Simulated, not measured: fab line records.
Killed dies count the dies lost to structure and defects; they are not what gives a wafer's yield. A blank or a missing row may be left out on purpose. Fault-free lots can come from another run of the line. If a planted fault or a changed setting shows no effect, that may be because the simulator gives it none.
Which tool did it?	flow gf180mcu	6 lots with 18 wafers sampled at 2 steps, on a route of 602 steps

WHAT THE GAUGES READ, wafer by wafer
GF_HV_LDD_RS_MEAS_53: uses a four-point probe to measure.
lot	measured	on	HV_LDD_RS (ohm/sq)
L930	day 12 22:56	film-metro-03	419.8 418.4 420.4
L933	day 13 21:59	film-metro-04	418.2 419.8 418.9
L938	day 15 07:11	film-metro-02	417.5 418.2 419.1
L942	day 16 17:53	film-metro-02	414.2 415.2 414.2
L944	day 17 15:20	film-metro-02	415.1 413.6 415.3
L951	day 20 06:34	film-metro-02	418.5 418.3 419.0

TOOL THAT RAN EACH LOT (tool first, then ch and the chambers of the sampled wafers, then the start)
lot	GF_HV_LDD_IMPLANT_34
L930	implanter-02 ch 0, day 12 02:13
L933	implanter-02 ch 0, day 13 00:47
L938	implanter-02 ch 0, day 14 08:37
L942	implanter-02 ch 0, day 15 18:19
L944	implanter-02 ch 0, day 16 14:44
L951	implanter-04 ch 0, day 19 05:08
- GF_HV_LDD_IMPLANT_34

THE ANSWER, worked out from the rows above alone
Rule: what is usual is taken from the lots themselves. Put in order of their means at a reading, lots are off if they are a third of the lots or fewer, leave a main group of 4 or more, and stand apart from it by a gap of 3 or more times the standard deviation of the main group's means; of several such gaps the widest counts. The tables above print the reading to a certain number of digits; a main group whose means all agree to those digits is not used. Also off: a lot with no number at a reading for which 4 or more lots have one. Where the step has rows for the other lots, those lots are counted as sound.
Off: L942, L944, seen at GF_HV_LDD_RS_MEAS_53 (HV_LDD_RS). Main group: mean 418.8 ohm/sq, sd 0.47.
A tool fits if, at a process step before that reading, it ran every lot that is off, and no sound lot after the first of them. The gauges at GF_HV_LDD_RS_MEAS_53 are tried like those tools. One fits: GF_HV_LDD_IMPLANT_34 on implanter-02. A fault onset in the window from L938 (day 14 08:37, its last sound lot) to L942 (day 15 18:19, its first lot off) fits.

WHAT WAS PUT IN BY THE SIMULATOR
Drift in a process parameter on implanter-02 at GF_HV_LDD_IMPLANT_34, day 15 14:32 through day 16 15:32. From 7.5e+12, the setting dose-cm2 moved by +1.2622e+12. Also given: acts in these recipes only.
Shown lots that were struck: L942, L944. The rule above reached the same finding.
